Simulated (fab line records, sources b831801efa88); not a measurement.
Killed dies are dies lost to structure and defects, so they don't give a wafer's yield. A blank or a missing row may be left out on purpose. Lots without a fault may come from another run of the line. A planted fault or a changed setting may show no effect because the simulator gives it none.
Problem report in the 8D (eight disciplines) form, filled by code | flow sky130 | the parts of the form that need people (team, actions taken, sign-off) are left out

1. THE PROBLEM
SONOS_ONO_OXIDATION_THK at SKY_SONOS_ONO_THK_MEAS_01 reads a mean of 1.81 nm on 6 wafers of 2 lots; wafers without a fault read 2.60 nm with a standard deviation of 0.049. That is -16 standard deviations from the usual mean.
First seen on wafer L924.2, day 13 11:24, on film_metro-04. The record holds 42 wafers of 14 lots with a number at this step. Rule for "out", or "out of limits": more than 4 standard deviations from the usual mean. The other wafers with a number count as sound.

2. WHAT IT IS AND WHAT IT IS NOT
question                    | is                           | is not
which readings at this step | SONOS_ONO_OXIDATION_THK      | -
which lots                  | L924, L925                   | L917, L918, L919, L920, L921, L934, L935, L936, L937, L938, L939, L940
which wafers of those lots  | all that have a number       | -
read on which gauges        | film_metro-02, film_metro-04 | film_metro-03
when                        | from day 13 11:24            | up to then (15 sound wafers); but 21 sound wafers of L934, L935, L936, L937, L938, L939, L940 came after

3. SUSPECTS, AND WHAT RULES EACH OUT
Counting: a tool at a process step up to the reading stays a suspect if it ran every lot that is out and no sound lot after the first of them.
- the gauge at SKY_SONOS_ONO_THK_MEAS_01: ruled out. The wafers that are out were read on 2 gauges (film_metro-02, film_metro-04).
- furnace-01 at SKY_SONOS_ONO_OXIDATION_00 (stabilise 600 s, purge 300 s, target thk 2.6 nm): ruled out as a lasting fault. Sound lots L936, L937, L938, L939, L940 ran on it after its first lot that is out, L924 (day 13 10:02).
Left after counting: nothing in the record.

4. THE CAUSE (what the simulator had put in)
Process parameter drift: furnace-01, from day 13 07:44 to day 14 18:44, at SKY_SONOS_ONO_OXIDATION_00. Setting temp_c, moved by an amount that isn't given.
Counting ruled it out, wrongly: the rule takes a fault to strike every lot that its tool runs from its start on, and this one did not.

5. THE CHAIN OF EFFECTS, in route order
Each row: a reading whose mean over the struck wafers that have a number lies more than 3 standard deviations from the usual. Only readings for which the record gives a usual standard deviation are gone through. hours: the time from each lot's start at the first step in this table that gives one to its start at this step, as a median over the lots. sigmas: the change in usual standard deviations.
hours | step                       | reading                 | usual   | on struck wafers | change | sigmas
0     | SKY_SONOS_ONO_OXIDATION_00 | spike_tc_bottom_C       | 820.5 C | 794.5            | -26.0  | -12
0     | SKY_SONOS_ONO_OXIDATION_00 | spike_tc_centre_C       | 799.1 C | 773.5            | -25.6  | -21
0     | SKY_SONOS_ONO_OXIDATION_00 | spike_tc_lower_C        | 799.7 C | 774.0            | -25.7  | -18
0     | SKY_SONOS_ONO_OXIDATION_00 | spike_tc_top_C          | 814.0 C | 791.0            | -23.0  | -9.2
0     | SKY_SONOS_ONO_OXIDATION_00 | spike_tc_upper_C        | 801.1 C | 775.9            | -25.2  | -26
0     | SKY_SONOS_ONO_OXIDATION_00 | tube_center_temp_C      | 800 C   | 775              | -25    | -99 or more
0     | SKY_SONOS_ONO_OXIDATION_00 | tube_center_temp_C_max  | 802.0   | 776.7            | -25.3  | -72
0     | SKY_SONOS_ONO_OXIDATION_00 | zone_power_centre_pct   | 14.48 % | 13.54            | -0.94  | -4.3
0     | SKY_SONOS_ONO_OXIDATION_00 | zone_power_upper_pct    | 14.1 %  | 13.0             | -1.1   | -3.1
1     | SKY_SONOS_ONO_THK_MEAS_01  | SONOS_ONO_OXIDATION_THK | 2.60 nm | 1.81             | -0.79  | -16
The process steps in it:
- SKY_SONOS_ONO_OXIDATION_00: stabilise 600 s, purge 300 s, target thk 2.6 nm.

6. WHAT WOULD HAVE CAUGHT IT SOONER
In this record the first reading out of limits at a measuring or inspecting step was taken at day 13 11:24, 4 hours after the fault began at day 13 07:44.
The tool's own readings at SKY_SONOS_ONO_OXIDATION_00 were out on every struck wafer that the step has a row for (spike_tc_bottom_C, spike_tc_centre_C, spike_tc_lower_C, spike_tc_top_C, spike_tc_upper_C, tube_center_temp_C, tube_center_temp_C_max): an alarm limit on them would have fired on the first of those.
